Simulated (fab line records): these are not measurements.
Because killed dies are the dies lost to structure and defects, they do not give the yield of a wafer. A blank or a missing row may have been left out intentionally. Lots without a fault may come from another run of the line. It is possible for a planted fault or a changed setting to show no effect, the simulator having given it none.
Matching of chambers / flow sky130 / rieSi-01 running SKY_FIELD_ISO_ETCH_17: 4 sister chambers
The step etches Si in HBr/Cl2/O2, target depth 342 nm, time 97.7 s. 19 wafers are shown with their chamber, then 9 later ones without.

== WAFERS WITH THEIR CHAMBER ==
wafer=L834.2; chamber=0; runLengthS (s)=125.6; oesProductAu (a.u.)=1.005; throttleValvePct (%)=25.661
wafer=L834.3; chamber=1; runLengthS (s)=125.9; oesProductAu (a.u.)=1.013; throttleValvePct (%)=25.640
wafer=L834.4; chamber=3; runLengthS (s)=126.8; oesProductAu (a.u.)=1.007; throttleValvePct (%)=25.667
wafer=L836.1; chamber=2; runLengthS (s)=126.2; oesProductAu (a.u.)=0.988; throttleValvePct (%)=25.667
wafer=L836.2; chamber=3; runLengthS (s)=127.3; oesProductAu (a.u.)=0.989; throttleValvePct (%)=25.664
wafer=L836.3; chamber=1; runLengthS (s)=126.3; oesProductAu (a.u.)=1.003; throttleValvePct (%)=25.661
wafer=L837.2; chamber=0; runLengthS (s)=125.8; oesProductAu (a.u.)=1.005; throttleValvePct (%)=25.654
wafer=L837.5; chamber=0; runLengthS (s)=126.2; oesProductAu (a.u.)=0.996; throttleValvePct (%)=25.635
wafer=L837.6; chamber=1; runLengthS (s)=126.5; oesProductAu (a.u.)=1.007; throttleValvePct (%)=25.647
wafer=L839.2; chamber=0; runLengthS (s)=126.0; oesProductAu (a.u.)=0.999; throttleValvePct (%)=25.652
wafer=L839.4; chamber=3; runLengthS (s)=127.1; oesProductAu (a.u.)=0.988; throttleValvePct (%)=25.663
wafer=L839.5; chamber=1; runLengthS (s)=126.0; oesProductAu (a.u.)=1.009; throttleValvePct (%)=25.657
wafer=L841.1; chamber=1; runLengthS (s)=125.8; oesProductAu (a.u.)=1.002; throttleValvePct (%)=25.673
wafer=L841.4; chamber=2; runLengthS (s)=126.0; oesProductAu (a.u.)=0.987; throttleValvePct (%)=25.672
wafer=L841.6; chamber=1; runLengthS (s)=125.8; oesProductAu (a.u.)=1.002; throttleValvePct (%)=25.664
wafer=L844.1; chamber=0; runLengthS (s)=125.7; oesProductAu (a.u.)=1.000; throttleValvePct (%)=25.655
wafer=L844.5; chamber=3; runLengthS (s)=126.9; oesProductAu (a.u.)=0.982; throttleValvePct (%)=25.659
wafer=L844.6; chamber=2; runLengthS (s)=126.3; oesProductAu (a.u.)=0.996; throttleValvePct (%)=25.674
wafer=L845.4; chamber=1; runLengthS (s)=125.7; oesProductAu (a.u.)=1.004; throttleValvePct (%)=25.647

SIGNATURES (means of the wafers above)
reading=runLengthS; chamber 0=125.860; chamber 1=126.000; chamber 2=126.167; chamber 3=127.025; scatter within a chamber=0.251
reading=oesProductAu; chamber 0=1.00100; chamber 1=1.00571; chamber 2=0.99033; chamber 3=0.99150; scatter within a chamber=0.00613
reading=throttleValvePct; chamber 0=25.65140; chamber 1=25.65557; chamber 2=25.67100; chamber 3=25.66325; scatter within a chamber=0.00908
Rule: a wafer's distance from a chamber is the root of the sum, over the readings, of the square of ((its reading less the chamber's mean) divided by the reading's scatter). The wafer belongs to the nearest chamber; if the next one is less than 2 further off, it can't be placed. The scatter is the square root of a quotient: the sum, over the shown wafers, of each reading's squared deviation from its chamber's mean, divided by wafers minus chambers.

== WAFERS MISSING THEIR CHAMBER ==
wafer=L845.5; runLengthS (s)=126.6; oesProductAu (a.u.)=0.978; throttleValvePct (%)=25.678
wafer=L845.6; runLengthS (s)=126.1; oesProductAu (a.u.)=0.992; throttleValvePct (%)=25.656
wafer=L848.2; runLengthS (s)=125.9; oesProductAu (a.u.)=1.005; throttleValvePct (%)=25.673
wafer=L848.3; runLengthS (s)=126.0; oesProductAu (a.u.)=0.995; throttleValvePct (%)=25.665
wafer=L848.5; runLengthS (s)=127.1; oesProductAu (a.u.)=0.979; throttleValvePct (%)=25.667
wafer=L850.4; runLengthS (s)=126.3; oesProductAu (a.u.)=1.003; throttleValvePct (%)=25.653
wafer=L850.5; runLengthS (s)=126.7; oesProductAu (a.u.)=0.992; throttleValvePct (%)=25.673
wafer=L854.3; runLengthS (s)=126.8; oesProductAu (a.u.)=0.977; throttleValvePct (%)=25.675
wafer=L854.5; runLengthS (s)=126.4; oesProductAu (a.u.)=0.993; throttleValvePct (%)=25.675

== EACH ONE'S CHAMBER ==
wafer=L845.5; from the rows above=can't be placed: 2 or 3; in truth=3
wafer=L845.6; from the rows above=can't be placed: 2 or 0 or 1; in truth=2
wafer=L848.2; from the rows above=can't be placed: 1 or 0 or 2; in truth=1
wafer=L848.3; from the rows above=can't be placed: 2 or 0 or 1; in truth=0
wafer=L848.5; from the rows above=3; in truth=3
wafer=L850.4; from the rows above=can't be placed: 1 or 0 or 2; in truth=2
wafer=L850.5; from the rows above=can't be placed: 3 or 2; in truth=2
wafer=L854.3; from the rows above=can't be placed: 3 or 2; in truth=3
wafer=L854.5; from the rows above=can't be placed: 2 or 3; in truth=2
Correctly placed: 1 of 9. Can't be placed from these rows: 8 (the true chamber is among the candidates in 8). Number placed wrongly: 0.
